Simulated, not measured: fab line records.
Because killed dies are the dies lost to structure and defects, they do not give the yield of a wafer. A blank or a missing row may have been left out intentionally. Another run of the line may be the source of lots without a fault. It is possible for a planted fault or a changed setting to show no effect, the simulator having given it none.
Which of the tools did it? :: flow gf180mcu :: 13 lots, 39 wafers sampled, at 2 steps of a route of 602

## WHAT EACH GAUGE READ, for each wafer
GF_DUAL_GATE_THK_MEAS_03. Usual: for DUAL_GATE_OXIDATION_00_THK the level is 10.73 nm and the standard deviation is 0.2.
lot: L937
measured: day 7 22:31
on: film_metro-01
DUAL_GATE_OXIDATION_00_THK (nm): 10.66 10.63 10.56
flag: 

lot: L938
measured: day 8 04:53
on: film_metro-04
DUAL_GATE_OXIDATION_00_THK (nm): 10.68 10.66 10.83
flag: 

lot: L939
measured: day 8 11:35
on: film_metro-04
DUAL_GATE_OXIDATION_00_THK (nm): 10.68 10.77 10.77
flag: 

lot: L940
measured: day 8 18:34
on: film_metro-04
DUAL_GATE_OXIDATION_00_THK (nm): 10.91 10.76 10.73
flag: 

lot: L942
measured: day 9 11:32
on: film_metro-04
DUAL_GATE_OXIDATION_00_THK (nm): 12.30 12.31 12.18
flag: OFF

lot: L946
measured: day 10 09:44
on: film_metro-04
DUAL_GATE_OXIDATION_00_THK (nm): 12.37 12.16 12.18
flag: OFF

lot: L951
measured: day 11 23:53
on: film_metro-04
DUAL_GATE_OXIDATION_00_THK (nm): 10.61 10.81 10.54
flag: 

lot: L954
measured: day 12 16:13
on: film_metro-01
DUAL_GATE_OXIDATION_00_THK (nm): 10.66 10.54 10.74
flag: 

lot: L955
measured: day 13 02:32
on: film_metro-04
DUAL_GATE_OXIDATION_00_THK (nm): 11.04 11.20 11.08
flag: 

lot: L956
measured: day 13 04:58
on: film_metro-02
DUAL_GATE_OXIDATION_00_THK (nm): 10.40 10.69 10.50
flag: 

lot: L957
measured: day 13 15:38
on: film_metro-01
DUAL_GATE_OXIDATION_00_THK (nm): 10.53 10.44 10.65
flag: 

lot: L958
measured: day 13 22:14
on: film_metro-04
DUAL_GATE_OXIDATION_00_THK (nm): 10.88 10.89 10.83
flag: 

lot: L959
measured: day 14 02:28
on: film_metro-01
DUAL_GATE_OXIDATION_00_THK (nm): 10.61 10.47 10.33
flag: 

## WHICH TOOL RAN EACH LOT (tool, then ch and the chambers of the sampled wafers, then the start)
lot: L937
GF_DUAL_GATE_OXIDATION_02: furnace-01 ch 0, day 7 21:04

lot: L938
GF_DUAL_GATE_OXIDATION_02: furnace-02 ch 0, day 8 03:26

lot: L939
GF_DUAL_GATE_OXIDATION_02: furnace-01 ch 0, day 8 10:08

lot: L940
GF_DUAL_GATE_OXIDATION_02: furnace-02 ch 0, day 8 17:08

lot: L942
GF_DUAL_GATE_OXIDATION_02: furnace-02 ch 0, day 9 10:05

lot: L946
GF_DUAL_GATE_OXIDATION_02: furnace-02 ch 0, day 10 08:16

lot: L951
GF_DUAL_GATE_OXIDATION_02: furnace-01 ch 0, day 11 22:26

lot: L954
GF_DUAL_GATE_OXIDATION_02: furnace-01 ch 0, day 12 14:46

lot: L955
GF_DUAL_GATE_OXIDATION_02: furnace-02 ch 0, day 13 01:04

lot: L956
GF_DUAL_GATE_OXIDATION_02: furnace-01 ch 0, day 13 03:31

lot: L957
GF_DUAL_GATE_OXIDATION_02: furnace-01 ch 0, day 13 14:10

lot: L958
GF_DUAL_GATE_OXIDATION_02: furnace-01 ch 0, day 13 20:47

lot: L959
GF_DUAL_GATE_OXIDATION_02: furnace-01 ch 0, day 14 01:01
- GF_DUAL_GATE_OXIDATION_02: stabilise 600 s, purge 300 s, target thk 10.887 nm.

## WHAT THE TOOLS THEMSELVES READ (means of the sampled wafers that have a number; where no wafer has one, the mark that the record gives instead)
GF_DUAL_GATE_OXIDATION_02. Usual: spike_tc_lower_C 898.0 C, standard deviation 0.97.
lot: L937
tool: furnace-01
spike_tc_lower_C (C): 897.8
flag: 

lot: L938
tool: furnace-02
spike_tc_lower_C (C): 899.0
flag: 

lot: L939
tool: furnace-01
spike_tc_lower_C (C): 897.8
flag: 

lot: L940
tool: furnace-02
spike_tc_lower_C (C): 897.9
flag: 

lot: L942
tool: furnace-02
spike_tc_lower_C (C): 899.0
flag: 

lot: L946
tool: furnace-02
spike_tc_lower_C (C): 898.2
flag: 

lot: L951
tool: furnace-01
spike_tc_lower_C (C): 897.7
flag: 

lot: L954
tool: furnace-01
spike_tc_lower_C (C): 897.5
flag: 

lot: L955
tool: furnace-02
spike_tc_lower_C (C): 897.7
flag: 

lot: L956
tool: furnace-01
spike_tc_lower_C (C): 897.5
flag: 

lot: L957
tool: furnace-01
spike_tc_lower_C (C): 897.9
flag: 

lot: L958
tool: furnace-01
spike_tc_lower_C (C): 898.4
flag: 

lot: L959
tool: furnace-01
spike_tc_lower_C (C): 899.3
flag: 

## THE ANSWER, worked out from the rows above alone
Rule: a lot is off if the mean of its wafers that have a number lies more than 3 standard deviations from the usual mean. A lot without any number at a reading at which 4 lots or more have one is off too. The other lots that the step has rows for count as sound. Order of review: gauges by route order, followed by the tools' own readings, for which a lot's mean as printed above is used. The first step at which some lot is off is used, and at that step the reading that is off furthest; a lot without a number counts as furthest.
Off: L942, L946, at GF_DUAL_GATE_THK_MEAS_03 (DUAL_GATE_OXIDATION_00_THK).
A tool fits if, at a process step before that reading, it ran every lot that is off, and no sound lot after the first of them. Those tools and the gauges at GF_DUAL_GATE_THK_MEAS_03 are tried in the same way. None of those tried fits.

## WHAT THE SIMULATOR PUT IN
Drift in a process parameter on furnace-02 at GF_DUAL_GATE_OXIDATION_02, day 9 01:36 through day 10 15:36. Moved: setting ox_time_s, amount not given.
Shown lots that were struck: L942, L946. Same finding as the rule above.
